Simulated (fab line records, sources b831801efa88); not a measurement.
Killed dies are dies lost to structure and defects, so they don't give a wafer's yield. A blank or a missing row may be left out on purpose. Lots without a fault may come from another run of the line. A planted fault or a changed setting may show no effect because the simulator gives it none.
Problem report in the 8D (eight disciplines) form, filled by code | flow sky130 | the parts of the form that need people (team, actions taken, sign-off) are left out

1. THE PROBLEM
LDD_HVN_TW at SKY_LDD_HVN_TW_MEAS_10 reads a mean of 1472 on 7 wafers of 3 lots; wafers without a fault read 1432 with a standard deviation of 7.4. That is +5.5 standard deviations from the usual mean.
First seen on wafer L163.4, day 23 10:39, on film_metro-02. The record holds 34 wafers of 12 lots with a number at this step. Rule for "out", or "out of limits": more than 4 standard deviations from the usual mean. The other wafers with a number count as sound.

2. WHAT IT IS AND WHAT IT IS NOT
question                    | is                     | is not
which readings at this step | LDD_HVN_TW             | -
which lots                  | L163, L164, L166       | L155, L157, L158, L159, L161, L172, L175, L176, L178
which wafers of those lots  | all that have a number | -
read on which gauges        | film_metro-02          | film_metro-01, film_metro-04
when                        | from day 23 10:39      | up to then (15 sound wafers); but 12 sound wafers of L172, L175, L176, L178 came after

3. SUSPECTS, AND WHAT RULES EACH OUT
Counting: a tool at a process step up to the reading stays a suspect if it ran every lot that is out and no sound lot after the first of them.
- the gauge at SKY_LDD_HVN_TW_MEAS_10: ruled out. All the wafers that are out were read on film_metro-02, but those of them that SKY_LDD_HVN_IMPLANT_08 has rows for are out there too, on other tools.
- implanter-01 at SKY_LDD_HVN_IMPLANT_08: kept. It ran every lot that is out, first L163 (day 23 10:26), and no sound lot after that; its last sound lot up to then is L161 (day 22 20:25). Its own readings are out on those wafers: beam_on_s.
Left after counting: implanter-01 at SKY_LDD_HVN_IMPLANT_08.

4. THE CAUSE (what the simulator had put in)
Process parameter drift: implanter-01, from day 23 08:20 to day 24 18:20, at SKY_LDD_HVN_IMPLANT_08. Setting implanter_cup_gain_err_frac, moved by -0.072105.
Counting left only this tool.

5. THE CHAIN OF EFFECTS, in route order
Each row: a reading whose mean over the struck wafers that have a number lies more than 3 standard deviations from the usual. Only readings for which the record gives a usual standard deviation are gone through. hours: the time from each lot's start at the first step in this table that gives one to its start at this step, as a median over the lots. sigmas: the change in usual standard deviations.
hours | step                   | reading            | usual  | on struck wafers | change | sigmas
0     | SKY_LDD_HVN_IMPLANT_08 | beam_on_s          | 9.99 s | 10.84            | +0.85  | +4.7
0     | SKY_LDD_HVN_IMPLANT_08 | faraday_current_uA | 169    | 156              | -13    | -4.4
0     | SKY_LDD_HVN_TW_MEAS_10 | LDD_HVN_TW         | 1432   | 1472             | +40    | +5.5
The process steps in it:
- SKY_LDD_HVN_IMPLANT_08

6. WHAT WOULD HAVE CAUGHT IT SOONER
In this record the first reading out of limits at a measuring or inspecting step was taken at day 23 10:39, 2 hours after the fault began at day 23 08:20.
The tool's own readings at SKY_LDD_HVN_IMPLANT_08 were out on every struck wafer that the step has a row for (beam_on_s): an alarm limit on them would have fired on the first of those.
Of the lots that are out (3), L164, L166 began SKY_LDD_HVN_IMPLANT_08 on implanter-01 after day 23 10:39. A hold on the tool at that time would have spared those 2.
